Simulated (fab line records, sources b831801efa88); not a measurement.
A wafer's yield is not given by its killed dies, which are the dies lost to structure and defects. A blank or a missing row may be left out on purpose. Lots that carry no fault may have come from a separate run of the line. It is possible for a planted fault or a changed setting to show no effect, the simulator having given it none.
2 desks, one fault || flow gf180mcu || every desk sees just its own numbers, and what lay behind them comes last

THE METROLOGY DESK
Lot by lot, what the gauges showed, no matter which tool ran the lot: averages of those sampled wafers that carry a number. Marked OUT: a lot whose mean sits more than 4 standard deviations from the usual mean, which makes it out of limits; the brackets give that distance.
Columns: A = DUAL_GATE_OVL at GF_DUAL_GATE_OVL_MEAS_11, usual 0.1 nm
{"lot": "L967", "first seen here": "day 9 04:46", "A": -0.8}
{"lot": "L968", "first seen here": "day 9 14:59", "A": 0.2}
{"lot": "L972", "first seen here": "day 10 19:07", "A": 0.6}
{"lot": "L973", "first seen here": "day 11 00:48", "A": -1.0}
{"lot": "L980", "first seen here": "day 13 03:37", "A": -1.2}
{"lot": "L982", "first seen here": "day 13 17:18", "A": 0.1}
{"lot": "L984", "first seen here": "day 14 11:40", "A": 1.3}
{"lot": "L985", "first seen here": "day 14 13:17", "A": 0.0}
{"lot": "L986", "first seen here": "day 14 18:04", "A": -1.0}
{"lot": "L987", "first seen here": "day 15 02:14", "A": -1.6}
{"lot": "L988", "first seen here": "day 15 09:37", "A": 0.7}
{"lot": "L989", "first seen here": "day 15 16:37", "A": -0.1}
{"lot": "L990", "first seen here": "day 15 22:27", "A": 2.3}
Result from this desk: across the 13 lots, nothing is out of limits.

AT THE TOOL OWNER'S DESK: wetBench-03
The tool's own readings at GF_VT_IMPLANT_CLEAN_44 (cleans in SC1/SC2, time 150 s): means of the sampled wafers that have a number, for each lot that ran on this tool. Marked OUT: a lot whose mean sits more than 4 standard deviations from the usual mean, which makes it out of limits; the brackets give that distance.
Columns: A = runLengthS at GF_VT_IMPLANT_CLEAN_44, usual 178 s
{"lot": "L968", "first seen here": "day 8 17:28", "A": 184}
{"lot": "L972", "first seen here": "day 9 19:07", "A": "42 (-34) OUT"}
{"lot": "L984", "first seen here": "day 13 11:47", "A": 175}
{"lot": "L986", "first seen here": "day 13 17:56", "A": 177}
{"lot": "L987", "first seen here": "day 14 01:34", "A": 184}
{"lot": "L988", "first seen here": "day 14 09:14", "A": 174}
{"lot": "L990", "first seen here": "day 14 21:58", "A": 176}
This desk finds L972 out of limits, L972 being first, at day 9 19:07 (runLengthS at GF_VT_IMPLANT_CLEAN_44). L968, L984, L986, L987, L988, L990: within limits.

TAKEN TOGETHER
The tool owner's desk could have raised an alarm at day 9 19:07, on L972.
At the metrology desk, nothing out of limits was observed.
The metrology desk holds a record of L972, inside its limits.
Of the lots named, all ran GF_VT_IMPLANT_CLEAN_44 on wetBench-03.

WHAT HAD BEEN PUT IN BY THE SIMULATOR
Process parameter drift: wetBench-03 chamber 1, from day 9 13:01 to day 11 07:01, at GF_VT_IMPLANT_CLEAN_44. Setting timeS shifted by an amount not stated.
Struck lots among those shown: L972.
Each desk's first reading out of limits, in hours after the fault started: the tool owner's desk, 6.
